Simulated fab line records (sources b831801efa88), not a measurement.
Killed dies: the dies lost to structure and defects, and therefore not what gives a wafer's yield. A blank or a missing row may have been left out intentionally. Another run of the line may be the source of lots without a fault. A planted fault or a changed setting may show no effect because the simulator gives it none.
Problem report, 8D (eight disciplines) form, completed by code + flow sky130 + the parts of the form that need people (team, actions taken, sign-off) are left out

## 1. PROBLEM STATEMENT
Mean VIA1_HDPCVD_THK at SKY_VIA1_THK_MEAS_01: 1101 nm over 3 wafers in 2 lots; fault-free wafers: 1030 nm, standard deviation 10. Relative to the usual mean, that is a shift of +7.1 standard deviations.
Earliest sighting: wafer L248.2 on film-metro-01 at day 37 21:01. At this step, 33 wafers from 11 lots have a number in the record. By rule, "out" or "out of limits" means more than 4 standard deviations away from the usual mean. The rest of the wafers with a number are treated as sound.

## 2. WHAT IT IS; WHAT IT IS NOT
| question                    | is                           | is not                                                                          |
|-----------------------------|------------------------------|---------------------------------------------------------------------------------|
| which readings at this step | VIA1_HDPCVD_THK              | -                                                                               |
| which lots                  | L248, L251                   | L234, L235, L239, L240, L241, L245, L249, L250, L257                            |
| which wafers of those lots  | L248.2, L248.5, L251.5       | L248.4, L251.3, L251.6                                                          |
| read on which gauges        | film-metro-01, film-metro-04 | -                                                                               |
| when                        | from day 37 21:01            | up to then (22 sound wafers); but 8 sound wafers of L250, L251, L257 came after |

## 3. THE SUSPECTS, EACH WITH WHAT RULES IT OUT
Counting: a tool at a process step up to the reading stays a suspect if it ran every lot that is out. Sound lots after the first of them don't rule it out here, since some wafers of a struck lot are sound.
- the gauge at SKY_VIA1_THK_MEAS_01 is ruled out. The wafers that are out were read on 2 gauges (film-metro-01, film-metro-04).
- hdpcvd-02 at SKY_VIA1_HDPCVD_00 (deposits SiO2, target thk 1030 nm, time 171.7 s): kept. It processed each lot that is out (first: L248, day 37 20:54); up to then, its last sound lot is L245 (day 36 05:04). On those wafers its own readings are out: run-length-s.
- In hdpcvd-02 at SKY_VIA1_HDPCVD_00, the wafers that are out were processed in chamber 1 and their sound lot-mates in chambers 0, 2.
The count leaves hdpcvd-02 at SKY_VIA1_HDPCVD_00.

## 4. THE CAUSE (what the simulator had put in)
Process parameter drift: hdpcvd-02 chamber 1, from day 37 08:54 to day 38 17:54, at SKY_VIA1_HDPCVD_00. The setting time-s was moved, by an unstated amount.
The count eliminated every tool but this one.

## 5. SEQUENCE OF EFFECTS, ordered by route
Each row: a reading where the mean over the struck wafers with a number is more than 3 standard deviations away from the usual. Only readings whose record carries a usual standard deviation are examined. hours: median over the lots of the time between each lot's start at the first step of this table that gives one and its start at this step. sigmas: the change, counted in usual standard deviations.
| hours | step                 | reading         | usual   | on struck wafers | change | sigmas |
|-------|----------------------|-----------------|---------|------------------|--------|--------|
| 0     | SKY_VIA1_HDPCVD_00   | run-length-s    | 199.7 s | 212.3            | +12.6  | +27    |
| 0     | SKY_VIA1_THK_MEAS_01 | VIA1_HDPCVD_THK | 1030 nm | 1101             | +71    | +7.1   |
Its process steps:
- SKY_VIA1_HDPCVD_00: deposits SiO2, target thk 1030 nm, time 171.7 s.

## 6. WHAT WOULD HAVE CAUGHT IT SOONER
12 hours passed between the start of the fault at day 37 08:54 and the first reading out of limits at a measuring or inspecting step in this record, taken at day 37 21:01.
At SKY_VIA1_HDPCVD_00, the tool's own readings (run-length-s) were out on each struck wafer the step has a row for, so an alarm limit on them would have fired on the first such wafer.
Among the 2 lots that are out, L251 began SKY_VIA1_HDPCVD_00 on hdpcvd-02 after day 37 21:01. A tool hold placed at that time would have kept it from harm.
